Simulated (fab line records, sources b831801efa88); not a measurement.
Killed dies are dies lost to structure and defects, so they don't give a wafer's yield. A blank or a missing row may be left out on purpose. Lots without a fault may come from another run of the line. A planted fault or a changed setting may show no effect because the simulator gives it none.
Which tool did it? | flow sky130 | 14 lots, 42 wafers sampled, at 5 steps of a route of 708

WHAT THE GAUGES READ, wafer by wafer
SKY_METAL1_THK_MEAS_06: measures by xrf.
lot  | measured     | on            | METAL1_ALCU_THK (nm)
L200 | day 33 07:25 | film_metro-01 | 259 254 259
L201 | day 34 02:36 | film_metro-03 | 254 256 250
L203 | day 34 09:43 | film_metro-03 | 256 256 253
L204 | day 34 13:43 | film_metro-02 | 261 257 258
L207 | day 35 16:48 | film_metro-01 | 247 244 252
L209 | day 36 15:25 | film_metro-03 | 259 256 258
L213 | day 37 17:05 | film_metro-03 | 259 258 257
L214 | day 37 19:58 | film_metro-01 | 293 290 289
L215 | day 38 02:33 | film_metro-01 | 290 291 293
L216 | day 38 03:58 | film_metro-01 | 256 256 258
L218 | day 38 22:25 | film_metro-01 | 256 259 256
L219 | day 39 12:53 | film_metro-03 | 256 254 256
L220 | day 39 13:46 | film_metro-03 | 251 247 254
L221 | day 39 22:08 | film_metro-02 | 256 253 257

SKY_VIA1_BOW_MEAS_03.
lot  | measured     | on            | VIA1_BOW (um)
L200 | day 34 12:54 | film_metro-04 | 85 86 75
L201 | day 35 07:28 | film_metro-02 | 74 73 82
L203 | day 35 14:02 | film_metro-01 | 83 71 75
L204 | day 35 18:25 | film_metro-04 | 68 71 74
L207 | day 36 20:49 | film_metro-04 | 74 73 66
L209 | day 37 19:05 | film_metro-02 | 85 81 71
L213 | day 38 20:24 | film_metro-01 | 73 89 73
L216 | day 39 07:08 | film_metro-01 | 76 93 80
L218 | day 40 01:01 | film_metro-01 | 79 80 77
L219 | day 40 15:07 | film_metro-02 | 75 76 73
L220 | day 40 16:06 | film_metro-01 | 83 74 75
L221 | day 41 00:37 | film_metro-04 | 80 80 88

WHICH TOOL RAN EACH LOT (tool, then ch and the chambers of the sampled wafers, then the start)
lot  | SKY_CONTACT_CVD_00              | SKY_CONTACT_ETCH_16                | SKY_METAL1_SPUTTER_04
L200 | pecvd-04 ch 1,2, day 32 01:05   | rie_diel-01 ch 0,3, day 33 05:46   | pvd_sputter-04, day 33 07:14
L201 | pecvd-04 ch 1,2, day 32 20:34   | rie_diel-02 ch 0,1, day 34 00:58   | pvd_sputter-04, day 34 02:26
L203 | pecvd-03 ch 0,1, day 33 03:31   | rie_diel-04 ch 0,2,3, day 34 08:04 | pvd_sputter-04, day 34 09:32
L204 | pecvd-04 ch 0,1,2, day 33 07:35 | rie_diel-04 ch 1,2, day 34 12:04   | pvd_sputter-02, day 34 13:32
L207 | pecvd-03 ch 1,2, day 34 11:20   | rie_diel-04 ch 1,2, day 35 15:07   | pvd_sputter-02, day 35 16:38
L209 | pecvd-04 ch 0,2, day 35 09:40   | rie_diel-04 ch 1,2,3, day 36 13:46 | pvd_sputter-03, day 36 15:14
L213 | pecvd-04 ch 0,1,2, day 36 11:40 | rie_diel-04 ch 0,1,2, day 37 15:22 | pvd_sputter-02, day 37 16:55
L214 | pecvd-03 ch 0,2, day 36 15:38   | rie_diel-04 ch 2,3, day 37 18:04   | pvd_sputter-04, day 37 19:47
L215 | pecvd-03 ch 0,2, day 36 22:04   | rie_diel-01 ch 0,2,3, day 38 00:49 | pvd_sputter-04, day 38 02:22
L216 | pecvd-01 ch 0,1,2, day 36 23:02 | rie_diel-01 ch 1,2,3, day 38 02:13 | pvd_sputter-03, day 38 03:46
L218 | pecvd-03 ch 0,1, day 37 17:40   | rie_diel-02 ch 0,1,2, day 38 20:43 | pvd_sputter-04, day 38 22:14
L219 | pecvd-03 ch 0,1, day 38 07:55   | rie_diel-04 ch 0,1,3, day 39 11:13 | pvd_sputter-04, day 39 12:43
L220 | pecvd-01 ch 0,1,2, day 38 09:43 | rie_diel-02 ch 0,1,2, day 39 12:04 | pvd_sputter-03, day 39 13:35
L221 | pecvd-04 ch 0,2, day 38 18:24   | rie_diel-02 ch 1,2,3, day 39 20:28 | pvd_sputter-02, day 39 21:57
- SKY_CONTACT_CVD_00: deposits Si3N4, target thk 75 nm.
- SKY_CONTACT_ETCH_16: etches BARC in N2/H2, stops on SiO2, time 45.9 s, target depth 60 nm.
- SKY_METAL1_SPUTTER_04: material TiN, target thk 70 nm, time 58.3 s.

WHAT THE TOOLS THEMSELVES READ (means of the sampled wafers that have a number; where no wafer has one, the mark that the record gives instead)
SKY_CONTACT_CVD_00.
lot  | tool     | heater_power_w (W)
L200 | pecvd-04 | 953
L201 | pecvd-04 | 965
L203 | pecvd-03 | 836
L204 | pecvd-04 | 898
L207 | pecvd-03 | 845
L209 | pecvd-04 | 936
L213 | pecvd-04 | 838
L214 | pecvd-03 | 742
L215 | pecvd-03 | 698
L216 | pecvd-01 | 677
L218 | pecvd-03 | 771
L219 | pecvd-03 | 754
L220 | pecvd-01 | 661
L221 | pecvd-04 | 970

SKY_CONTACT_ETCH_16.
lot  | tool        | drypump_motor_current_A (A) | oes_product_au (a.u.) | throttle_valve_pct (%)
L200 | rie_diel-01 | 5.8                         | 0.861                 | 13.217
L201 | rie_diel-02 | 5.3                         | 0.856                 | 13.230
L203 | rie_diel-04 | 5.7                         | 0.856                 | 13.221
L204 | rie_diel-04 | 5.8                         | 0.855                 | 13.222
L207 | rie_diel-04 | 5.6                         | 0.851                 | 13.234
L209 | rie_diel-04 | 5.9                         | 0.853                 | 13.229
L213 | rie_diel-04 | 5.6                         | 0.855                 | 13.220
L214 | rie_diel-04 | 5.7                         | 0.854                 | 13.225
L215 | rie_diel-01 | 5.7                         | 0.854                 | 13.236
L216 | rie_diel-01 | 5.4                         | 0.858                 | 13.226
L218 | rie_diel-02 | 5.8                         | 0.855                 | 13.222
L219 | rie_diel-04 | 5.8                         | 0.855                 | 13.232
L220 | rie_diel-02 | 5.8                         | 0.858                 | 13.219
L221 | rie_diel-02 | 6.0                         | 0.856                 | 13.229

SKY_METAL1_SPUTTER_04.
lot  | tool           | cathode_dc_power_W (W) | chamber_pressure_pa (Pa) | throttle_valve_pct (%)
L200 | pvd_sputter-04 | 6499.5                 | 0.4009                   | 30.3
L201 | pvd_sputter-04 | 6500.6                 | 0.4005                   | 29.2
L203 | pvd_sputter-04 | 6499.7                 | 0.4004                   | 29.3
L204 | pvd_sputter-02 | 6500.1                 | 0.3992                   | 30.3
L207 | pvd_sputter-02 | 6500.6                 | 0.4001                   | 30.7
L209 | pvd_sputter-03 | 6499.5                 | 0.3996                   | 30.2
L213 | pvd_sputter-02 | 6499.4                 | 0.4004                   | 30.4
L214 | pvd_sputter-04 | -                      | -                        | -
L215 | pvd_sputter-04 | -                      | -                        | -
L216 | pvd_sputter-03 | 6500.0                 | 0.4004                   | 29.9
L218 | pvd_sputter-04 | 6500.5                 | 0.3991                   | 30.7
L219 | pvd_sputter-04 | 6499.3                 | 0.3996                   | 30.3
L220 | pvd_sputter-03 | 6500.3                 | 0.3998                   | 30.1
L221 | pvd_sputter-02 | 6500.2                 | 0.4005                   | 30.3

THE ANSWER, worked out from the rows above alone
Rule: what is usual is taken from the lots themselves. Put in order of their means at a reading, lots are off if they are a third of the lots or fewer, leave a main group of 4 or more, and stand apart from it by a gap of 3 or more times the standard deviation of the main group's means; of several such gaps the widest counts. A main group whose means are all the same, to the digits that the tables above print for the reading, isn't used. A lot without any number at a reading at which 4 lots or more have one is off too. The other lots that the step has rows for count as sound. The gauges are gone through in route order, then the tools' own readings, and for those a lot's mean is taken as printed above. The first step at which some lot is off is used, and at that step the reading that is off furthest; a lot without a number counts as furthest.
Off: L214, L215, at SKY_METAL1_THK_MEAS_06 (METAL1_ALCU_THK). The main group: mean 255 nm, standard deviation 3.1.
A tool fits if, at a process step before that reading, it ran every lot that is off, and no sound lot after the first of them. The gauges at SKY_METAL1_THK_MEAS_06 aren't tried: what is off there is off at SKY_METAL1_SPUTTER_04 too, on other tools, and a gauge's error can't cause that. None of those tried fits.

WHAT THE SIMULATOR HAD PUT IN
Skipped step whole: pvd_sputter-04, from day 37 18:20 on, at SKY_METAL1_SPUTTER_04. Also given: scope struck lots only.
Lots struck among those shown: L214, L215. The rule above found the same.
